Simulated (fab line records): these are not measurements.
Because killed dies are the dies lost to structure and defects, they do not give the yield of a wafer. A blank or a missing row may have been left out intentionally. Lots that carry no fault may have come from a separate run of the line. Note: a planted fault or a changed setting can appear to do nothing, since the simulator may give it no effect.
A struck lot beside a sound one + flow sky130 + 15 steps out of a route of 708
Sound: wafers L739.3, L739.4, L739.6. The struck wafers were L743.2, L743.3, L743.6. Last of all comes the cause.
At each step with rows: each side's tool, then ch and its chambers, then its first start. Under that, the readings that differ: sound wafers + struck wafers + difference of the means + sigmas: that difference in standard deviations of wafers without a fault.
alike: readings whose means differ by less than 2 such deviations, and words and numbers that are the same on both sides. not compared: withheld readings, readings that some wafer has no value for, bounds like >300 that may hide the same value, and numbers for which the record gives no deviation and whose values overlap.
A row with sigmas, a row that says differs or no value, or rows on one side alone: a step with any of these is where the two part. Non-overlapping numbers with no deviation appear without sigmas and do not part them. Lack of a reading on every wafer of one side parts them only where that side has two or more wafers.

first, 8 steps without rows for these wafers: SKY_METAL3_DEHYDRATE_05 (time 60 s); SKY_METAL3_HMDS_06 (prime time 60 s); SKY_METAL3_COAT_07 (resist thk 60 nm); SKY_METAL3_COAT_08 (resist thk 1140 nm); SKY_METAL3_SOFTBAKE_09 (time 90 s); SKY_METAL3_EXPOSE_10 (exposes mask MM3, target cd 300 nm); SKY_METAL3_PEB_11; SKY_METAL3_DEVELOP_12 (develop time 60 s).
SKY_METAL3_CD_MEAS_13 targets a cd of 300 nm.
  sound on cd sem-02, day 39 01:51; struck on cd sem-01, day 40 19:17
  alike: cd nm
SKY_METAL3_OVL_MEAS_14:
  sound on overlay-02, day 39 01:57; struck on overlay-01, day 40 19:23
  alike: METAL3_OVL
SKY_METAL3_DESCUM_15: chemistry O2, time 8 s.
  sound on rie metal-04 ch 0,1, day 39 01:59; struck on rie metal-01 ch 0,1, day 40 19:25
  alike: drypump motor current A, oes product au, rf fwd power W
  not compared: rf hours counter h
SKY_METAL3_ETCH_16: etches BARC in N2/H2, stops on SiO2, time 88.2 s, target depth 60 nm.
  sound on rie metal-04 ch 0,1, day 39 02:02; struck on rie metal-01 ch 0,1, day 40 19:27
  alike: bias w, drypump motor current A, oes product au, rf fwd power W, throttle valve pct
  not compared: rf hours counter h
SKY_METAL3_ETCH_17: etches SiO2 in C4F8/O2/Ar, stops on TiN, time 3.9 s, target depth 15 nm.
  sound on rie diel-02 ch 0,1,3, day 39 02:06; struck on rie diel-04 ch 1,3, day 40 19:33
| reading            | sound          | struck         | difference | sigmas |
|--------------------|----------------|----------------|------------|--------|
| rf fwd power W (W) | 1461 1480 1468 | 1225 1233 1221 | -243       | -32    |
  alike: bias w, oes product au
  not compared: rf hours counter h
SKY_METAL3_METAL_ETCH_18: etches the open film in Cl2/BCl3, stops on SiO2, target depth 845 nm, time 183.1 s.
  sound on rie metal-01 ch 0,1, day 39 02:11; struck on rie metal-03 ch 0,1, day 40 19:34
  alike: bias w, drypump motor current A, mfc cl2 sccm, oes product au, rf fwd power W, throttle valve pct
  not compared: rf hours counter h
-- the record jumps here: 7 days lie between the struck wafers' starts before and after (it left off in module METAL3 and takes up again in module PAD_OPEN, whose first step shown is number 708 of the route) --
SKY_PAD_OPEN_PROBE_99:
  sound on prober-01, day 46 03:56; struck on prober-01, day 47 13:04
| reading                  | sound          | struck         | difference | sigmas |
|--------------------------|----------------|----------------|------------|--------|
| defect limited yield (%) | 85.6 83.3 84.8 | 78.7 79.3 81.3 | -4.8       | -3     |
| killed dies              | 71 82 75       | 105 102 92     | +24        | +3     |
| killed short             | 23 36 39       | 51 55 50       | +19        | +3     |
| sort_bin_5_function (%)  | 8.7 10.4 10.0  | 13.4 14.2 10.8 | +3.1       | +2     |
| sort n pass              | 421 410 417    | 387 390 400    | -24        | -3     |
| sort yield pct (%)       | 85.6 83.3 84.8 | 78.7 79.3 81.3 | -4.8       | -3     |
  alike: killed_at_M0_to_M3, killed_at_M4_up, killed at contacts, killed at front end, killed at other, killed open, sort_bin_3_pad_short, sort_bin_6_memory

WHERE THEY PART
First at SKY_METAL3_ETCH_17; last, within this record, at SKY_PAD_OPEN_PROBE_99.

WHY: the cause the simulator had injected
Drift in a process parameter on rie diel-04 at SKY_METAL3_ETCH_17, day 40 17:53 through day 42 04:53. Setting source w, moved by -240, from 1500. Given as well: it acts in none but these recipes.
